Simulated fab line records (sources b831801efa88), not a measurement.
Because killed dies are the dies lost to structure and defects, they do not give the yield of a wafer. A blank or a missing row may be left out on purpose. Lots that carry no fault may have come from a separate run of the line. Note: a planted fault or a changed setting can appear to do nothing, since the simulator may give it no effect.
Lot-split experiment ; flow sky130 ; 5 lots, 23 wafers read, on a route of 708 steps

## THE SPLIT ITSELF
At SKY_VIA4_CMP_02 (polishes SiO2), the setting leaveAboveRefNm was moved away from the recipe's 580 nm on 8 of the 23 wafers read, by -4.4% to -2.0%. For the rest of the wafers, this setting stayed at what the recipe calls for.

## FROM THE SPLIT TO THE READING: what the file shows between them, 2 steps
- SKY_VIA4_DEHYDRATE_04: time 60 s
- SKY_VIA4_DEVELOP_10: develop time 60 s

## THE READING
oesProductAu, in a.u., at SKY_VIA4_ETCH_12 (etches SiO2 in C4F8/O2/Ar, stops on TiN, target depth 580 nm). Typical for fault-free wafers on this fab line: 0.926 a.u., with standard deviation 0.0045 a.u.

wafer;tool, chamber at the split;leaveAboveRefNm as run, nm;against the recipe;oesProductAu, a.u.;against lot-mates on the recipe
L074.1;cmp-02, 3,0,1,2;580;recipe;0.927;-
L074.2;cmp-02, 3,0,1,2;580;recipe;0.927;-
L074.4;cmp-02, 1;580;recipe;0.922;-
L074.5;cmp-02, 3,0,1,2;580;recipe;0.918;-
L074.6;cmp-02, 3,0,1,2;580;recipe;0.930;-
L076.1;cmp-01, 1;580;recipe;0.926;-
L076.2;cmp-01, 0;580;recipe;0.926;-
L076.3;cmp-01, 3;554.6;-4.4%;0.907;-0.019
L076.4;cmp-01, 2;554.6;-4.4%;0.904;-0.022
L076.5;cmp-01, 2;554.6;-4.4%;0.896;-0.030
L083.1;cmp-01, 1;580;recipe;0.932;-
L083.2;cmp-01, 2,0;580;recipe;0.927;-
L083.3;cmp-01, 3,2;565;-2.6%;0.912;-0.017
L083.4;cmp-01, 2,0;580;recipe;0.927;-
L083.6;cmp-01, 3,2;565;-2.6%;0.917;-0.012
L080.1;cmp-02, 1;580;recipe;0.927;-
L080.2;cmp-02, 0;580;recipe;0.916;-
L080.3;cmp-02, 3;580;recipe;0.913;-
L085.1;cmp-01, 3;568.6;-2.0%;0.914;-0.015
L085.2;cmp-01, 2;580;recipe;0.932;-
L085.3;cmp-01, 1;568.6;-2.0%;0.913;-0.016
L085.4;cmp-01, 0;580;recipe;0.926;-
L085.5;cmp-01, 1;568.6;-2.0%;0.913;-0.016
Where a row lists several chambers, the file gives one row for several wafers and doesn't say which wafer went through which chamber.

FIT RESULTS
A straight line over all 23 wafers: oesProductAu changes by +0.00511 a.u. for each +1% of leaveAboveRefNm; r = +0.86; the points scatter about the line by 0.005 a.u.
The same after taking each lot's own level away (the mean of its wafers on the recipe; 23 wafers): +0.00566 a.u. for each +1%; r = +0.91; scatter 0.0042 a.u.
The reading moves by 0.025 a.u. for the largest change in leaveAboveRefNm, on that fit.
Measured against the standard deviation above, the lots' own levels, which go from 0.9187 to 0.9290 a.u., span 2.3 times it.
The two slopes agree, so the slope changes little with the lot-to-lot level.
Check: for one of the wafers moved furthest among these (-4.4%), held out of the fit, the line's prediction against its lot-mates is -0.0271 a.u. It came out at -0.019 a.u. against them.

## FURTHER SPLITS ON THESE WAFERS
Other splits were also applied to these wafers ahead of the reading. Each is held against what the fit with the lots' levels taken away leaves over:
other split on the same wafers;wafers away from the commonest value;r with oesProductAu (lot level and that fit taken away)
SKY_METAL3_DEVELOP_12 developTimeS;8;-0.20
SKY_VIA3_COAT_06 resistThkNm;8;-0.01
SKY_VIA3_COAT_07 spinRpm;7;+0.26
SKY_METAL4_SPUTTER_03 powerW;6;+0.28
SKY_CAP2M_EXPOSE_09 doseMj;11;+0.20

## THE WHOLE CHAIN: every reading that the file lists as answering this split, in the file's order
step;what it does;reading;change (the file's fit);r (the file's)
SKY_VIA4_CMP_02;polishes SiO2;SiO2_of_VIA4_HDPCVD_00.thkNm (the simulator's own value, which no gauge read);+5.54 nm for each +1% of the setting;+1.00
SKY_VIA4_ETCH_12;etches SiO2 in C4F8/O2/Ar, stops on TiN, target depth 580 nm;oesProductAu;+0.0057 a.u. for each +1% of the setting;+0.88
SKY_VIA4_ETCH_12;etches SiO2 in C4F8/O2/Ar, stops on TiN, target depth 580 nm;VIA4.featureDepthNm (the simulator's own value, which no gauge read);+5.59 nm for each +1% of the setting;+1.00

## THE FILE'S OWN FIT
oesProductAu changes by +0.0057 a.u. for each +1% of leaveAboveRefNm, r = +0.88.
